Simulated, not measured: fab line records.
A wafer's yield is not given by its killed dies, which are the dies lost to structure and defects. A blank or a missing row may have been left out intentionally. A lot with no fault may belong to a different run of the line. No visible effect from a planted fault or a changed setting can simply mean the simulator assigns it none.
fab line records	flow sky130
record: lots: 6	wafers: 18	last_day: 50
route steps=708 shown SD_P@327 RES_XHIGH@332 SD_N@343
lots that met no fault: from a run of the same line without faults
start_h: start of the lot's first displayed wafer, in hours after the record's first day	wait_h: hours since the lot's step before	" identical to the entry in the row above	L1.1+2: several wafers, shown together as one row	- value missing, or start not given	* or withheld: withheld	< > ~ a bound
route shown NAME@n: names a module that has steps shown in the file, with the first one's number in the route	usual: average and standard deviation across the fault-free wafers	same: alike in all rows	chamber/n: place in a boat	sites: each site's reading	_std_site: how widely they spread, as a standard deviation	_edge_site: outer sites' mean less inner sites'	radius_mm: for every site, how far away it sits from the centre of the wafer	mask NAME#n: copy n	behind: the tool/chamber that last shaped the wafer	hold: reason for holding the lot/hours on hold/outcome of the hold	device: which transistor (n, p or np) failed to switch	end of line: tests of these same wafers at the route's end	a step with no rows: only its recipe	killed: dies lost to structure and defects at the first sort, not the wafer's yield	map: dies across one wafer; x = killed, . = not, _ = none there
set.NAME: setting as actually run; set.NAME@STEP: the setting as run at that earlier step	model.NAME: the simulator's own value behind a step, which no gauge read
a table for each step, a row for each wafer; lots at some steps of the route
services: when a tool's chamber went out of use (start_h, in hours from the record's first day, below 0 if earlier), for how many hours, and the reason
== steps ==
step: SKY_SD_P_CD_MEAS_07
recipe: target_cd_nm: 380
usual: cd_nm: 379.3/2.5
lot.wafer	tool	chamber	start_h	wait_h	cd_nm
L946.1	cd_sem-02	-	603.77	0.1	378.8
L946.2	"	-	"	"	379.0
L946.3	"	-	"	"	377.9
L949.4	cd_sem-02	-	632.48	0.1	378.8
L949.5	"	-	"	"	378.5
L949.6	"	-	"	"	379.9
L962.2	cd_sem-02	-	735.29	0.1	381.2
L962.3	"	-	"	"	382.4
L962.6	"	-	"	"	379.0
L964.2	cd_sem-02	-	737.29	0.1	379.7
L964.3	"	-	"	"	378.8
L964.5	"	-	"	"	381.3
L966.2	cd_sem-01	-	764.19	0.1	379.9
L966.4	"	-	"	"	377.4
L966.5	"	-	"	"	380.0
L967.4	cd_sem-02	-	772.43	0.1	379.5
L967.5	"	-	"	"	377.6
L967.6	"	-	"	"	378.7
step: SKY_SD_P_OVL_MEAS_08
usual: SD_P_OVL: 1.3/1.5
lot.wafer	tool	chamber	start_h	wait_h	SD_P_OVL[nm]
L946.1	overlay-01	-	603.89	0.1	-1.0
L946.2	"	-	"	"	0.3
L946.3	"	-	"	"	1.0
L949.4	overlay-02	-	632.56	0.1	4.0
L949.5	"	-	"	"	1.9
L949.6	"	-	"	"	2.1
L962.2	overlay-02	-	735.39	0.1	0.2
L962.3	"	-	"	"	0.0
L962.6	"	-	"	"	0.1
L964.2	overlay-02	-	737.39	0.1	2.1
L964.3	"	-	"	"	3.9
L964.5	"	-	"	"	3.3
L966.2	overlay-02	-	764.29	0.1	-0.8
L966.4	"	-	"	"	-0.2
L966.5	"	-	"	"	0.5
L967.4	overlay-02	-	772.51	0.1	0.5
L967.5	"	-	"	"	1.4
L967.6	"	-	"	"	-0.4
step: SKY_SD_P_IMPLANT_09
recipe: species: BF2	energy_kev: 20	dose_cm2: 3e+15	tilt_deg: 0
step: SKY_SD_P_STRIP_10
recipe: chemistry: O2/N2	power_w: 1400	pressure_mtorr: 1500	platen_temp_c: withheld	o2_flow_sccm: 3000	n2_flow_sccm: 300	overash_fraction: 0.5
usual: chamber_pressure_mTorr: 1500/4.1	drypump_motor_current_A: 5.65/0.15	oes_product_au: 0.618/0.0042	strip_time_to_endpoint_s: 17.50/0.04
lot.wafer	tool	chamber	start_h	wait_h	chamber_pressure_mTorr	drypump_motor_current_A	oes_product_au	rf_hours_counter_h	strip_time_to_endpoint_s
L946.1	plasma_asher-01	1	604.07	0.1	1501	5.74	0.621	16	17.51
L946.2	"	0	"	"	1499	5.52	0.616	16	17.50
L946.3	"	1	"	"	1500	5.75	0.620	-	17.50
L949.4	plasma_asher-02	1	632.76	0.1	1499	5.87	0.613	-	17.53
L949.5	"	1	"	"	1500	5.88	0.618	-	17.55
L949.6	"	0	"	"	1499	5.62	0.618	-	17.54
L962.2	plasma_asher-01	1	735.57	0.1	1500	5.73	0.616	29	17.50
L962.3	"	1	"	"	1501	5.71	0.623	-	17.53
L962.6	"	1	"	"	1498	5.71	0.616	-	17.54
L964.2	plasma_asher-01	1	737.57	0.1	1501	5.77	0.615	29	17.43
L964.3	"	0	"	"	1503	5.48	0.618	-	17.47
L964.5	"	1	"	"	1504	5.76	0.616	-	17.42
L966.2	plasma_asher-01	0	764.47	0.1	1500	5.50	0.623	32	17.48
L966.4	"	0	"	"	1501	5.50	0.617	-	17.52
L966.5	"	0	"	"	1501	5.48	0.610	-	17.46
L967.4	plasma_asher-02	0	772.71	0.1	1498	5.61	0.626	-	17.47
L967.5	"	0	"	"	1497	5.62	0.625	-	17.52
L967.6	"	1	"	"	1502	5.85	0.608	-	17.45
step: SKY_SD_P_TW_MEAS_11
usual: SD_P_TW: 2849/21
lot.wafer	tool	chamber	start_h	wait_h	SD_P_TW
L946.1	film_metro-03	-	604.17	0.1	2822
L946.2	"	-	"	"	2831
L946.3	"	-	"	"	2838
L949.4	film_metro-03	-	632.85	0.1	2811
L949.5	"	-	"	"	2804
L949.6	"	-	"	"	2810
L962.2	film_metro-01	-	735.68	0.1	2864
L962.3	"	-	"	"	2851
L962.6	"	-	"	"	2864
L964.2	film_metro-01	-	737.68	0.1	2857
L964.3	"	-	"	"	2851
L964.5	"	-	"	"	2837
L966.2	film_metro-01	-	764.58	0.1	2841
L966.4	"	-	"	"	2854
L966.5	"	-	"	"	2846
L967.4	film_metro-02	-	772.80	0.1	2856
L967.5	"	-	"	"	2850
L967.6	"	-	"	"	2848
step: SKY_RES_XHIGH_DEHYDRATE_00
recipe: temp_c: 200	time_s: 60
step: SKY_RES_XHIGH_HMDS_01
recipe: prime_time_s: 60	prime_temp_c: 120
step: SKY_RES_XHIGH_COAT_02
recipe: resist: NOVOLAK	spin_rpm: 3000	resist_thk_nm: 1140
step: SKY_RES_XHIGH_SOFTBAKE_03
recipe: temp_c: 90	time_s: 60	resist: NOVOLAK
step: SKY_RES_XHIGH_EXPOSE_04
recipe: mask_id: URPM	na: 0.6	source_shape: conventional	sigma_outer: 0.6	polarization: unpolarized	target_cd_nm: 1270	dose_mj: 140
step: SKY_RES_XHIGH_PEB_05
recipe: temp_c: withheld	time_s: *	resist: NOVOLAK
step: SKY_RES_XHIGH_DEVELOP_06
recipe: resist: NOVOLAK	developer: TMAH	develop_time_s: 60	dev_temp_c: 23
step: SKY_RES_XHIGH_IMPLANT_07
recipe: species: BF2	energy_kev: 20	dose_cm2: 3.6e+14	tilt_deg: 0
usual: beam_on_s: 37.4/2	faraday_current_uA: 543/29	tilt_deg: 0.000/0.02
lot.wafer	tool	chamber	start_h	wait_h	beam_on_s	faraday_current_uA	tilt_deg
L946.1	implanter-04	0	633.63	0.1	36.5	555	0.006
L946.2	"	0	"	"	40.1	506	0.009
L946.3	"	0	"	"	38.8	522	0.017
L949.4	implanter-02	0	661.26	0.1	35.3	575	-0.009
L949.5	"	0	"	"	34.2	590	-0.010
L949.6	"	0	"	"	34.5	586	0.005
L962.2	implanter-02	0	763.61	0.1	27.7	735	0.002
L962.3	"	0	"	"	28.0	724	0.021
L962.6	"	0	"	"	27.6	734	-0.037
L964.2	implanter-02	0	764.21	0.1	28.1	719	-0.034
L964.3	"	0	"	"	27.5	740	-0.043
L964.5	"	0	"	"	27.6	738	-0.023
L966.2	implanter-01	0	791.84	0.1	37.9	533	-0.014
L966.4	"	0	"	"	38.9	520	0.001
L966.5	"	0	"	"	40.4	501	0.008
L967.4	implanter-04	0	798.94	0.1	37.9	535	0.014
L967.5	"	0	"	"	36.9	546	-0.012
L967.6	"	0	"	"	37.6	540	-0.002
step: SKY_RES_XHIGH_STRIP_08
recipe: chemistry: O2/N2	power_w: 1400	pressure_mtorr: 1500	platen_temp_c: withheld	o2_flow_sccm: 3000	n2_flow_sccm: 300	overash_fraction: 0.5
usual: chamber_pressure_mTorr: 1500.1/1.4	drypump_motor_current_A: 5.75/0.15	oes_product_au: 0.711/0.0045	strip_time_to_endpoint_s: 14.29/0.038
lot.wafer	tool	chamber	start_h	wait_h	chamber_pressure_mTorr	drypump_motor_current_A	oes_product_au	rf_hours_counter_h	strip_time_to_endpoint_s
L946.1	plasma_asher-03	0	633.78	0.1	1499.6	5.85	0.708	96	14.27
L946.2	"	1	"	"	1501.4	5.45	0.714	96	14.29
L946.3	"	1	"	"	1501.0	5.41	0.715	-	14.24
L949.4	plasma_asher-04	0	661.36	0.1	1500.9	5.75	0.718	-	14.27
L949.5	"	0	"	"	1502.6	5.75	0.713	-	14.31
L949.6	"	1	"	"	1498.9	5.87	0.716	-	14.28
L962.2	plasma_asher-02	0	763.73	0.1	1500.1	5.63	0.715	63	14.19
L962.3	"	0	"	"	1499.4	5.61	0.711	-	14.22
L962.6	"	0	"	"	1501.7	5.62	0.719	-	14.13
L964.2	plasma_asher-02	0	764.33	0.1	1498.0	5.63	0.711	64	14.16
L964.3	"	1	"	"	1499.5	5.85	0.723	-	14.22
L964.5	"	1	"	"	1498.7	5.85	0.714	-	14.21
L966.2	plasma_asher-02	1	791.97	0.1	1499.9	5.90	0.707	67	14.36
L966.4	"	0	"	"	1497.7	5.61	0.716	-	14.30
L966.5	"	0	"	"	1501.6	5.61	0.707	-	14.30
L967.4	plasma_asher-02	1	799.05	0.1	1501.4	5.88	0.715	-	14.33
L967.5	"	0	"	"	1500.9	5.63	0.718	-	14.33
L967.6	"	1	"	"	1500.0	5.88	0.715	-	14.34
step: SKY_RES_XHIGH_TW_MEAS_09
usual: RES_XHIGH_TW: 1657/13
lot.wafer	tool	chamber	start_h	wait_h	hold	RES_XHIGH_TW
L946.1	film_metro-01	-	633.88	0.1	-	1649
L946.2	"	-	"	"	-	1659
L946.3	"	-	"	"	-	1642
L949.4	film_metro-02	-	661.46	0.1	-	1677
L949.5	"	-	"	"	-	1674
L949.6	"	-	"	"	-	1674
L962.2	film_metro-01	-	763.84	0.1	await_dispo/0.2h/release	1536
L962.3	"	-	"	"	await_dispo/0.2h/release	1537
L962.6	"	-	"	"	await_dispo/0.2h/release	1535
L962.2	film_metro-01	-	764.18	0.3	-	1540
L962.3	"	-	"	"	-	1533
L962.6	"	-	"	"	-	1530
L964.2	film_metro-01	-	764.44	0.1	await_dispo/0.2h/release	1537
L964.3	"	-	"	"	await_dispo/0.2h/release	1528
L964.5	"	-	"	"	await_dispo/0.2h/release	1528
L964.2	film_metro-01	-	764.67	0.2	-	1542
L964.3	"	-	"	"	-	1536
L964.5	"	-	"	"	-	1537
L966.2	film_metro-02	-	792.08	0.1	-	1660
L966.4	"	-	"	"	-	1659
L966.5	"	-	"	"	-	1665
L967.4	film_metro-03	-	799.15	0.1	-	1636
L967.5	"	-	"	"	-	1646
L967.6	"	-	"	"	-	1635
step: SKY_SD_N_HMDS_01
recipe: prime_time_s: 60	prime_temp_c: 120
step: SKY_SD_N_COAT_02
recipe: resist: NOVOLAK	spin_rpm: 3000	resist_thk_nm: 1140
step: SKY_SD_N_SOFTBAKE_03
recipe: temp_c: 90	time_s: 60	resist: NOVOLAK
step: SKY_SD_N_EXPOSE_04
recipe: mask_id: NSDM	na: 0.6	source_shape: conventional	sigma_outer: 0.6	polarization: unpolarized	target_cd_nm: 380	dose_mj: 141
step: SKY_SD_N_PEB_05
recipe: temp_c: withheld	time_s: *	resist: NOVOLAK
step: SKY_SD_N_DEVELOP_06
recipe: resist: NOVOLAK	developer: TMAH	develop_time_s: 60	dev_temp_c: 23
step: SKY_SD_N_CD_MEAS_07
recipe: target_cd_nm: 380
usual: cd_nm: 380.0/2.2
lot.wafer	tool	chamber	start_h	wait_h	cd_nm
L946.1	cd_sem-01	-	662.88	0.1	378.3
L946.2	"	-	"	"	378.1
L946.3	"	-	"	"	379.6
L949.4	cd_sem-02	-	689.73	0.1	374.9
L949.5	"	-	"	"	375.7
L949.6	"	-	"	"	375.7
L962.2	cd_sem-01	-	790.94	0.1	381.6
L962.3	"	-	"	"	381.6
L962.6	"	-	"	"	381.7
L964.2	cd_sem-01	-	791.24	0.1	381.0
L964.3	"	-	"	"	378.8
L964.5	"	-	"	"	380.6
L966.2	cd_sem-01	-	818.45	0.1	381.4
L966.4	"	-	"	"	383.4
L966.5	"	-	"	"	381.2
L967.4	cd_sem-02	-	825.33	0.1	381.6
L967.5	"	-	"	"	379.4
L967.6	"	-	"	"	380.9
step: SKY_SD_N_OVL_MEAS_08
usual: SD_N_OVL: 0.1/1.2
lot.wafer	tool	chamber	start_h	wait_h	SD_N_OVL[nm]
L946.1	overlay-02	-	663.00	0.1	-2.6
L946.2	"	-	"	"	-1.7
L946.3	"	-	"	"	-0.4
L949.4	overlay-02	-	689.81	0.1	-1.4
L949.5	"	-	"	"	-1.0
L949.6	"	-	"	"	0.4
L962.2	overlay-02	-	791.04	0.1	-1.3
L962.3	"	-	"	"	0.0
L962.6	"	-	"	"	-0.1
L964.2	overlay-01	-	791.35	0.1	0.6
L964.3	"	-	"	"	0.3
L964.5	"	-	"	"	-1.0
L966.2	overlay-02	-	818.56	0.1	1.5
L966.4	"	-	"	"	1.3
L966.5	"	-	"	"	0.4
L967.4	overlay-02	-	825.41	0.1	1.0
L967.5	"	-	"	"	0.3
L967.6	"	-	"	"	0.4
step: SKY_SD_N_IMPLANT_09
recipe: species: As	energy_kev: 50	dose_cm2: 4e+15	tilt_deg: 0
step: SKY_SD_N_IMPLANT_10
recipe: species: P	energy_kev: 20	dose_cm2: 1e+14	tilt_deg: 0
step: SKY_SD_N_STRIP_11
recipe: chemistry: O2/N2	power_w: 1400	pressure_mtorr: 1500	platen_temp_c: withheld	o2_flow_sccm: 3000	n2_flow_sccm: 300	overash_fraction: 0.5
usual: chamber_pressure_mTorr: 1500.1/1.4	drypump_motor_current_A: 5.70/0.14	oes_product_au: 0.528/0.0047	strip_time_to_endpoint_s: 22.56/0.039
lot.wafer	tool	chamber	start_h	wait_h	chamber_pressure_mTorr	drypump_motor_current_A	oes_product_au	rf_hours_counter_h	strip_time_to_endpoint_s
L946.1	plasma_asher-02	1	663.34	0.1	1499.4	5.87	0.524	53	22.55
L946.2	"	0	"	"	1502.5	5.61	0.529	53	22.54
L946.3	"	1	"	"	1499.4	5.86	0.535	-	22.50
L949.4	plasma_asher-04	1	690.16	0.1	1500.9	5.87	0.530	-	22.51
L949.5	"	0	"	"	1501.9	5.75	0.524	-	22.59
L949.6	"	1	"	"	1500.2	5.88	0.530	-	22.56
L962.2	plasma_asher-04	1	791.37	0.1	1498.0	5.85	0.523	95	22.56
L962.3	"	1	"	"	1498.2	5.85	0.528	-	22.53
L962.6	"	1	"	"	1502.0	5.86	0.525	-	22.60
L964.2	plasma_asher-01	1	791.68	0.1	1500.4	5.76	0.530	35	22.57
L964.3	"	1	"	"	1500.2	5.73	0.527	-	22.61
L964.5	"	1	"	"	1499.1	5.75	0.529	-	22.55
L966.2	plasma_asher-04	0	818.89	0.1	1501.0	5.74	0.526	98	22.58
L966.4	"	0	"	"	1501.8	5.76	0.531	-	22.59
L966.5	"	0	"	"	1499.3	5.75	0.529	-	22.58
L967.4	plasma_asher-02	0	825.76	0.1	1499.6	5.62	0.522	-	22.57
L967.5	"	0	"	"	1499.9	5.61	0.533	-	22.55
L967.6	"	1	"	"	1499.9	5.87	0.522	-	22.57
step: SKY_SD_N_TW_MEAS_12
usual: SD_N_TW: 4011/25
lot.wafer	tool	chamber	start_h	wait_h	SD_N_TW
L946.1	film_metro-01	-	663.44	0.1	4029
L946.2	"	-	"	"	4043
L946.3	"	-	"	"	4027
L949.4	film_metro-03	-	690.26	0.1	3989
L949.5	"	-	"	"	3990
L949.6	"	-	"	"	3988
L962.2	film_metro-02	-	791.48	0.1	4030
L962.3	"	-	"	"	4053
L962.6	"	-	"	"	4030
L964.2	film_metro-02	-	791.80	0.1	4022
L964.3	"	-	"	"	3992
L964.5	"	-	"	"	3995
L966.2	film_metro-01	-	819.00	0.1	3985
L966.4	"	-	"	"	3976
L966.5	"	-	"	"	3975
L967.4	film_metro-03	-	825.85	0.1	3985
L967.5	"	-	"	"	3990
L967.6	"	-	"	"	3995
step: SKY_SD_N_CLEAN_13
recipe: chemistry: SC1/SC2	mix: 1:4:20	temp_c: 70	time_s: 150	dry: n2_spin
step: SKY_SD_N_RTA_14
recipe: temp_c: 1075	time_s: 2	idle_temp_c: 650	ramp_up_c_per_s: 150	ramp_down_c_per_s: 90	ambient: N2
usual: anneal_temp_c_max: 1079.2/1.3	lamp_power_pct: 15.73/0.056	wafer_temp_C_max: 1078.3/1.4
lot.wafer	tool	chamber	start_h	wait_h	anneal_temp_c_max	lamp_power_pct	wafer_temp_C_max
L946.1	rtp_anneal-01	0	663.55	0.0	1078.5	15.79	1080.9
L946.2	"	0	"	"	1078.9	15.75	1077.9
L946.3	"	0	"	"	1079.8	15.74	1076.3
L949.4	rtp_anneal-01	0	690.37	0.0	1081.3	15.75	1077.5
L949.5	"	0	"	"	1080.3	15.71	1076.4
L949.6	"	0	"	"	1081.4	15.70	1076.7
L962.2	rtp_anneal-02	0	791.60	0.0	1077.6	15.69	1080.0
L962.3	"	0	"	"	1078.5	15.63	1077.6
L962.6	"	0	"	"	1077.4	15.66	1079.0
L964.2	rtp_anneal-01	0	791.90	0.0	1079.3	15.71	1078.3
L964.3	"	0	"	"	1080.3	15.78	1079.1
L964.5	"	0	"	"	1080.0	15.74	1078.9
L966.2	rtp_anneal-02	0	819.11	0.0	1077.6	15.68	1077.6
L966.4	"	0	"	"	1078.3	15.75	1079.9
L966.5	"	0	"	"	1078.1	15.74	1077.9
L967.4	rtp_anneal-01	0	825.96	0.0	1079.9	15.59	1078.6
L967.5	"	0	"	"	1080.0	15.74	1077.9
L967.6	"	0	"	"	1079.6	15.72	1078.5
step: SKY_SD_N_RS_MEAS_16
recipe: thk_meas_gauge: four-point-probe
usual: SD_N_RS: 68.54/0.11
lot.wafer	tool	chamber	start_h	wait_h	SD_N_RS[ohm/sq]
L946.1	film_metro-03	-	663.72	0.1	68.63
L946.2	"	-	"	"	68.57
L946.3	"	-	"	"	68.56
L949.4	film_metro-02	-	690.57	0.1	68.50
L949.5	"	-	"	"	68.47
L949.6	"	-	"	"	68.58
L962.2	film_metro-03	-	791.78	0.1	68.76
L962.3	"	-	"	"	68.58
L962.6	"	-	"	"	68.64
L964.2	film_metro-01	-	792.09	0.1	68.35
L964.3	"	-	"	"	68.31
L964.5	"	-	"	"	68.45
L966.2	film_metro-03	-	819.30	0.1	68.64
L966.4	"	-	"	"	68.65
L966.5	"	-	"	"	68.53
L967.4	film_metro-01	-	826.17	0.1	68.56
L967.5	"	-	"	"	68.53
L967.6	"	-	"	"	68.54
step: SKY_SD_N_RS_MEAS_17
recipe: thk_meas_gauge: four-point-probe
usual: SD_P_RS: 147.1/0.3
lot.wafer	tool	chamber	start_h	wait_h	SD_P_RS[ohm/sq]
L946.1	film_metro-03	-	663.84	0.1	147.2
L946.2	"	-	"	"	146.9
L946.3	"	-	"	"	146.9
L949.4	film_metro-02	-	690.69	0.1	147.6
L949.5	"	-	"	"	147.6
L949.6	"	-	"	"	147.4
L962.2	film_metro-03	-	791.90	0.1	147.4
L962.3	"	-	"	"	147.7
L962.6	"	-	"	"	147.4
L964.2	film_metro-01	-	792.21	0.1	146.3
L964.3	"	-	"	"	146.4
L964.5	"	-	"	"	146.9
L966.2	film_metro-03	-	819.42	0.1	147.0
L966.4	"	-	"	"	147.0
L966.5	"	-	"	"	146.6
L967.4	film_metro-01	-	826.29	0.1	147.0
L967.5	"	-	"	"	147.3
L967.6	"	-	"	"	147.3
step: SKY_SD_N_RS_MEAS_18
recipe: thk_meas_gauge: four-point-probe
usual: RES_XHIGH_RS: 333.2/1.3
lot.wafer	tool	chamber	start_h	wait_h	hold	RES_XHIGH_RS[ohm/sq]
L946.1	film_metro-03	-	663.96	0.1	-	335.3
L946.2	"	-	"	"	-	334.4
L946.3	"	-	"	"	-	335.4
L949.4	film_metro-02	-	690.81	0.1	-	331.5
L949.5	"	-	"	"	-	331.3
L949.6	"	-	"	"	-	332.4
L962.2	film_metro-03	-	792.02	0.1	await_dispo/0.2h/release	403.7
L962.3	"	-	"	"	await_dispo/0.2h/release	403.2
L962.6	"	-	"	"	await_dispo/0.2h/release	406.0
L962.2	film_metro-03	-	792.32	0.3	-	404.9
L962.3	"	-	"	"	-	402.9
L962.6	"	-	"	"	-	405.5
L964.2	film_metro-01	-	792.33	0.1	await_dispo/0.2h/release	401.4
L964.3	"	-	"	"	await_dispo/0.2h/release	403.1
L964.5	"	-	"	"	await_dispo/0.2h/release	402.4
L964.2	film_metro-01	-	792.63	0.3	-	402.1
L964.3	"	-	"	"	-	401.7
L964.5	"	-	"	"	-	402.7
L966.2	film_metro-03	-	819.54	0.1	-	336.1
L966.4	"	-	"	"	-	336.8
L966.5	"	-	"	"	-	335.3
L967.4	film_metro-01	-	826.41	0.1	-	335.2
L967.5	"	-	"	"	-	334.5
L967.6	"	-	"	"	-	335.5
== services ==
tool	chamber	start_h	hours	kind
implanter-04	-	603.27	1.2	repair
implanter-04	-	623.74	2.3	repair
implanter-02	-	633.17	2.0	repair
implanter-02	-	633.83	3.8	repair
implanter-01	-	650.27	2.5	repair
rtp_anneal-01	-	658.86	1.4	pm
plasma_asher-03	-	663.60	2.2	repair
implanter-02	-	667.33	2.2	repair
implanter-04	-	709.61	4.7	pm
implanter-02	-	724.14	3.6	pm
plasma_asher-03	-	733.75	9.0	pm
plasma_asher-03	0	733.75	9.0	vent_cycle
plasma_asher-03	1	733.75	9.0	vent_cycle
plasma_asher-03	0	742.75	-	clean
plasma_asher-03	1	742.75	-	clean
implanter-01	-	749.60	2.1	repair
plasma_asher-03	-	757.34	8.9	repair
implanter-02	-	776.37	1.1	repair
implanter-01	-	778.40	1.8	repair
plasma_asher-04	-	779.63	7.0	repair
plasma_asher-03	-	789.64	2.8	pm
plasma_asher-02	-	804.42	7.0	repair
plasma_asher-02	-	807.10	13.7	repair
implanter-04	-	814.41	2.7	repair
== key ==
first_sign: step: SKY_RES_XHIGH_IMPLANT_07	reading: faraday_current_uA	direction: up	sigmas: 6.6	usual: 543	struck: 732
effect: step: SKY_RES_XHIGH_IMPLANT_07	reading: beam_on_s	direction: down	sigmas: 4.9	usual: 37.4	struck: 27.8
effect: step: SKY_RES_XHIGH_STRIP_08	reading: strip_time_to_endpoint_s	direction: down	sigmas: 2.6	usual: *	struck: *
effect: step: SKY_RES_XHIGH_TW_MEAS_09	reading: visit	direction: added
effect: step: SKY_RES_XHIGH_TW_MEAS_09	reading: RES_XHIGH_TW	direction: down	sigmas: 9.5	usual: 1657	struck: 1534
effect: step: SKY_SD_N_RS_MEAS_18	reading: visit	direction: added
effect: step: SKY_SD_N_RS_MEAS_18	reading: RES_XHIGH_RS	direction: up	sigmas: 54	usual: 333.2	struck: 403.3
met_at SKY_RES_XHIGH_IMPLANT_07
struck_wafers L962.2,L962.3,L962.6,L964.2,L964.3,L964.5
scrapped_behind SKY_SD_N_RS_MEAS_18 L962.2,L962.3,L962.6,L964.2,L964.3,L964.5
onset_between 661.26 763.61
fault: kind: process_parameter_drift	tool: implanter-02	chamber: -	onset_h: 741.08	steps: SKY_RES_XHIGH_IMPLANT_07	channel: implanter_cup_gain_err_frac	offset: 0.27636	shape: step	end_h: 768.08
